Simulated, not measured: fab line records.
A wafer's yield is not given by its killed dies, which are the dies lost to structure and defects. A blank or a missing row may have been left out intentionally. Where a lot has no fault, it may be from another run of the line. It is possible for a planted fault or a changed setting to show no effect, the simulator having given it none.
Chamber matching -- flow sky130 -- rie si-01 running SKY_FIELD_ISO_ETCH_17: 4 sister chambers
The step etches Si in HBr/Cl2/O2, target depth 342 nm, time 97.7 s. 22 wafers are shown with their chamber, then 11 later ones without.

== WAFERS WITH THEIR CHAMBER ==
wafer,chamber,drypump motor current A (A),oes product au (a.u.),throttle valve pct (%)
L074.1,1,5.7,1.020,25.637
L074.4,3,5.9,1.012,25.661
L074.6,3,6.0,1.013,25.659
L075.2,0,5.1,1.011,25.642
L075.4,3,5.9,1.002,25.649
L075.5,2,5.4,0.992,25.654
L076.2,3,6.0,1.004,25.644
L076.3,1,5.7,1.013,25.655
L076.5,0,5.1,1.019,25.645
L079.2,3,5.9,1.015,25.633
L079.4,2,5.4,1.004,25.666
L079.6,1,5.7,1.010,25.665
L081.2,1,5.7,1.000,25.653
L081.3,3,6.0,1.002,25.660
L081.6,2,5.3,1.000,25.660
L084.1,0,5.1,1.014,25.655
L084.2,3,6.0,1.019,25.659
L084.5,1,5.7,1.006,25.642
L092.1,0,5.1,1.019,25.653
L092.2,3,6.0,1.017,25.650
L092.4,2,5.3,1.011,25.646
L093.2,2,5.3,1.009,25.645

SIGNATURES (averages over the wafers above)
reading,chamber 0,chamber 1,chamber 2,chamber 3,scatter within a chamber
drypump motor current A,5.100,5.700,5.340,5.963,0.0413
oes product au,1.01575,1.00980,1.00320,1.01050,0.0068
throttle valve pct,25.64875,25.65040,25.65420,25.65188,0.00947
Rule: a wafer's distance from a chamber is the root of the sum, over the readings, of the square of ((its reading less the chamber's mean) divided by the reading's scatter). If the next closest chamber is less than 2 further off than the closest, the wafer can't be placed; otherwise it belongs to the closest. The scatter: the root of (the sum of the squares of (reading less its chamber's mean) over the shown wafers, divided by (wafers less chambers)).

== WAFERS WHOSE CHAMBER IS MISSING ==
wafer,drypump motor current A (A),oes product au (a.u.),throttle valve pct (%)
L093.5,5.1,1.013,25.627
L093.6,5.7,1.017,25.659
L094.1,5.1,1.006,25.644
L094.2,5.7,1.022,25.634
L094.4,5.1,1.012,25.642
L095.2,5.7,1.010,25.651
L095.3,6.0,1.019,25.635
L095.4,5.1,1.006,25.635
L096.2,5.7,1.020,25.639
L096.4,5.1,1.006,25.649
L096.6,6.0,1.017,25.639

== THE CHAMBER EACH PASSED THROUGH ==
wafer,from the rows above,in truth
L093.5,0,0
L093.6,1,1
L094.1,0,0
L094.2,1,1
L094.4,0,0
L095.2,1,1
L095.3,3,3
L095.4,0,0
L096.2,1,1
L096.4,0,0
L096.6,3,3
11 of 11 placed correctly. Not placeable from these rows: 0. Wrongly placed: 0.
